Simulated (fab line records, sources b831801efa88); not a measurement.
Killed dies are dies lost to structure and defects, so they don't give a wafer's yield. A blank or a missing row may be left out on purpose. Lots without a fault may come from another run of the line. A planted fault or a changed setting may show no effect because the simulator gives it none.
Chamber matching | flow gf180mcu | GF_CONTACT_CMP_27 on cmp-01: 4 sister chambers
The step polishes, stops on SiO2, t overpolish 15 s, target thk 0 nm. 18 wafers are shown with their chamber, then 9 later ones without.

WAFERS WITH THEIR CHAMBER
wafer  | chamber | motor_current_A (A) | time_to_endpoint_s (s)
L976.1 | 1       | 12.0                | 74.7
L976.3 | 0       | 10.6                | 69.6
L976.4 | 3       | 8.7                 | 75.9
L977.1 | 0       | 11.3                | 71.1
L977.4 | 1       | 11.7                | 67.3
L977.6 | 2       | 9.9                 | 67.9
L979.1 | 2       | 10.4                | 67.9
L979.2 | 1       | 11.8                | 69.7
L979.6 | 2       | 10.2                | 68.2
L981.1 | 1       | 11.6                | 73.6
L981.3 | 3       | 9.0                 | 75.6
L981.5 | 3       | 9.2                 | 73.8
L983.1 | 3       | 9.6                 | 67.3
L983.2 | 2       | 10.0                | 71.2
L983.3 | 0       | 10.4                | 64.3
L984.1 | 3       | 9.1                 | 69.9
L984.3 | 1       | 12.6                | 69.5
L984.5 | 2       | 11.0                | 69.5

SIGNATURES (means of the wafers above)
reading            | chamber 0 | chamber 1 | chamber 2 | chamber 3 | scatter within a chamber
motor_current_A    | 10.767    | 11.940    | 10.300    | 9.120     | 0.402
time_to_endpoint_s | 68.333    | 70.960    | 68.940    | 72.500    | 3.03
Rule: a wafer's distance from a chamber is the root of the sum, over the readings, of the square of ((its reading less the chamber's mean) divided by the reading's scatter). The wafer belongs to the nearest chamber; if the next one is less than 2 further off, it can't be placed. The scatter: the root of (the sum of the squares of (reading less its chamber's mean) over the shown wafers, divided by (wafers less chambers)).

WAFERS WITHOUT THEIR CHAMBER
wafer  | motor_current_A (A) | time_to_endpoint_s (s)
L990.1 | 9.6                 | 79.5
L990.3 | 10.4                | 77.3
L991.1 | 11.4                | 77.8
L991.6 | 9.1                 | 72.7
L992.1 | 9.6                 | 78.4
L992.3 | 10.0                | 78.9
L995.2 | 11.0                | 72.1
L995.4 | 9.1                 | 70.4
L995.5 | 11.4                | 71.2

WHICH CHAMBER EACH WENT THROUGH
wafer  | from the rows above               | in truth
L990.1 | can't be placed: 3 or 2           | 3
L990.3 | can't be placed: 2 or 0 or 3 or 1 | 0
L991.1 | can't be placed: 1 or 0 or 2      | 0
L991.6 | 3                                 | 3
L992.1 | can't be placed: 3 or 2           | 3
L992.3 | can't be placed: 3 or 2 or 0      | 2
L995.2 | can't be placed: 0 or 2 or 1      | 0
L995.4 | 3                                 | 3
L995.5 | can't be placed: 1 or 0 or 2      | 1
Placed correctly: 2 of 9. Can't be placed from these rows: 7 (the true chamber is among the candidates in 7). Placed wrongly: 0.
